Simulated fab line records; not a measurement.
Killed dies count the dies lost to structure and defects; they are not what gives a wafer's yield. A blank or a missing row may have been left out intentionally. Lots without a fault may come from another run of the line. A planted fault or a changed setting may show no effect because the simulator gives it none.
What tool caused it? | flow gf180mcu | 45 wafers from 15 lots sampled at 2 of the route's 602 steps

WHAT THE GAUGES SHOWED, per wafer
GF_V3_THK_MEAS_25: measures by xrf.
lot  | measured     | on            | V3_W_THK (nm)
L747 | day 23 16:59 | film metro-04 | 339 339 341
L748 | day 24 03:35 | film metro-04 | 336 336 336
L749 | day 24 10:42 | film metro-03 | 337 333 333
L750 | day 24 17:22 | film metro-03 | 334 338 335
L751 | day 25 06:45 | film metro-04 | 336 331 331
L758 | day 27 11:10 | film metro-04 | 330 334 327
L759 | day 27 16:16 | film metro-03 | 338 338 339
L760 | day 27 23:37 | film metro-01 | 330 331 329
L761 | day 28 08:10 | film metro-04 | 324 324 320
L763 | day 28 19:21 | film metro-01 | 332 336 337
L764 | day 29 03:30 | film metro-03 | 334 336 336
L765 | day 29 10:29 | film metro-03 | 333 336 333
L766 | day 29 13:23 | film metro-03 | 336 339 333
L767 | day 29 19:29 | film metro-03 | 336 336 338
L768 | day 30 02:52 | film metro-01 | 329 332 333

GF_M4_CD_MEAS_14: the cd target is 280 nm.
lot  | measured     | on        | cd nm (nm)
L747 | day 24 16:32 | cd sem-01 | 278.8 279.9 278.8
L748 | day 25 02:27 | cd sem-01 | 279.8 279.9 280.1
L749 | day 25 09:25 | cd sem-02 | 279.8 280.3 280.3
L750 | day 25 16:11 | cd sem-01 | 281.1 279.7 280.7
L751 | day 26 04:38 | cd sem-02 | 279.3 278.9 279.4
L758 | day 28 08:11 | cd sem-02 | 278.9 277.8 279.6
L759 | day 28 13:11 | cd sem-02 | 281.4 279.3 281.6
L760 | day 28 19:46 | cd sem-02 | 279.5 279.6 279.0
L761 | day 29 04:43 | cd sem-01 | 278.8 279.2 280.0
L763 | day 29 15:06 | cd sem-01 | 280.2 280.5 280.7
L764 | day 29 23:03 | cd sem-01 | 279.9 279.2 279.9
L765 | day 30 06:19 | cd sem-01 | 278.1 278.5 277.2
L766 | day 30 10:00 | cd sem-02 | 281.3 281.5 281.4
L767 | day 30 14:33 | cd sem-01 | 280.0 279.8 278.8
L768 | day 30 22:29 | cd sem-02 | 277.9 277.5 278.3

EACH LOT AND THE TOOL THAT RAN IT (in order: tool; ch and the chambers of the sampled wafers; start)
Before these readings, the record contains no process step.

AS READ BY THE TOOLS THEMSELVES (means over the sampled wafers that have a number; for cases with no such wafer, the mark the record gives instead)
The record holds no such reading with a usual standard deviation.

THE ANSWER, worked out from the rows above alone
Rule: usual is defined by the lots themselves. Put in order of their means at a reading, lots are off if they are a third of the lots or fewer, leave a main group of 4 or more, and stand apart from it by a gap of 3 or more times the standard deviation of the main group's means; of several such gaps the widest counts. Not used: any main group whose means are identical at the precision the tables above print for the reading. Also off: a lot with no number at a reading for which 4 or more lots have one. The other lots that the step has rows for count as sound. After the gauges, taken in route order, come the tools' own readings; for these a lot's mean is taken, as printed above. At the first step where some lot is off, the reading lying furthest off is the one used; lots without a number count as furthest.
Across all readings shown, no lot is off: no conclusion can be drawn from this.

WHAT WAS PUT IN BY THE SIMULATOR
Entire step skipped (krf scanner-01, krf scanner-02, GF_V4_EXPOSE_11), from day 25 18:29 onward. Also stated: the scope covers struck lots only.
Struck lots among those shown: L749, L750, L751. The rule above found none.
